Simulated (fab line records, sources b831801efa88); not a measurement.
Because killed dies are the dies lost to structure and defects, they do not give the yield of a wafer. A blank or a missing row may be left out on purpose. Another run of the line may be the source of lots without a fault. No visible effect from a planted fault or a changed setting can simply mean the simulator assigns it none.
2 desks looking at one fault | flow gf180mcu | each desk holds nothing but its own numbers, with what lay behind them at the end

AT THE TOOL OWNER'S DESK: implanter-03
The tool's own readings at GF_NSD_IMPLANT_09, given as means over the sampled wafers that have a number, one for each lot that went through this tool. A lot is out of limits, marked OUT, if its mean lies more than 4 standard deviations from the usual mean; the brackets give that distance.
Columns: A = beam on s at GF_NSD_IMPLANT_09, usual 19.6 s; B = dose ions cm2 at GF_NSD_IMPLANT_09, usual 3.999e+15
lot  | first seen here | A              | B
L380 | day 13 07:24    | 21.3           | 3.993e+15
L383 | day 14 09:01    | 21.2           | 3.999e+15
L384 | day 14 12:53    | 21.3           | 4.002e+15
L385 | day 15 02:11    | 21.4           | 4.006e+15
L389 | day 16 14:59    | 20.7           | 3.998e+15
L390 | day 16 23:07    | 21.1           | 4.000e+15
L394 | day 17 22:49    | 21.3           | 3.999e+15
L400 | day 20 10:52    | 37.0 (+12) OUT | 6.999e+15 (+99 or more) OUT
L401 | day 20 17:34    | 36.9 (+12) OUT | 6.999e+15 (+99 or more) OUT
Finding of this desk: L400, L401 out of limits; the first was L400 at day 20 10:52, on beam on s at GF_NSD_IMPLANT_09. Within limits: L380, L383, L384, L385, L389, L390, L394.

THE METROLOGY DESK
Means of the sampled wafers that have a number, per lot and without regard to the tool the lot ran on: this is what the gauges read. A lot is out of limits, marked OUT, if its mean lies more than 4 standard deviations from the usual mean; the brackets give that distance.
Columns: A = NSD_RS at GF_PSD_RS_MEAS_14, usual 46.14 ohm/sq
lot  | first seen here | A
L380 | day 14 03:31    | 46.19
L383 | day 15 06:02    | 46.10
L384 | day 15 10:32    | 46.01
L385 | day 16 00:24    | 46.13
L389 | day 17 14:54    | 46.10
L390 | day 17 23:22    | 46.16
L394 | day 18 23:16    | 46.22
L400 | day 21 11:06    | 44.25 (-21) OUT
L401 | day 21 18:31    | 44.40 (-19) OUT
L402 | day 22 00:35    | 46.17
L403 | day 22 05:16    | 46.06
Finding of this desk: L400, L401 out of limits, first seen on L400 at day 21 11:06 (NSD_RS at GF_PSD_RS_MEAS_14). Within limits: L380, L383, L384, L385, L389, L390, L394, L402, L403.

TAKEN TOGETHER
An alarm could have come from the tool owner's desk at day 20 10:52, on L400, L401.
At day 21 11:06 the metrology desk could have sounded an alarm, on L400, L401.
Every lot named ran GF_NSD_IMPLANT_09 on implanter-03.

WHAT THE SIMULATOR PUT IN
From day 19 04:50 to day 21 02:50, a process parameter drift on implanter-03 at GF_NSD_IMPLANT_09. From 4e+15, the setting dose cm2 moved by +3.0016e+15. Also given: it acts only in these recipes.
Shown lots that were struck: L400, L401.
Time in hours from fault onset to the first out-of-limits reading at each desk: tool owner's desk 30, metrology desk 54.
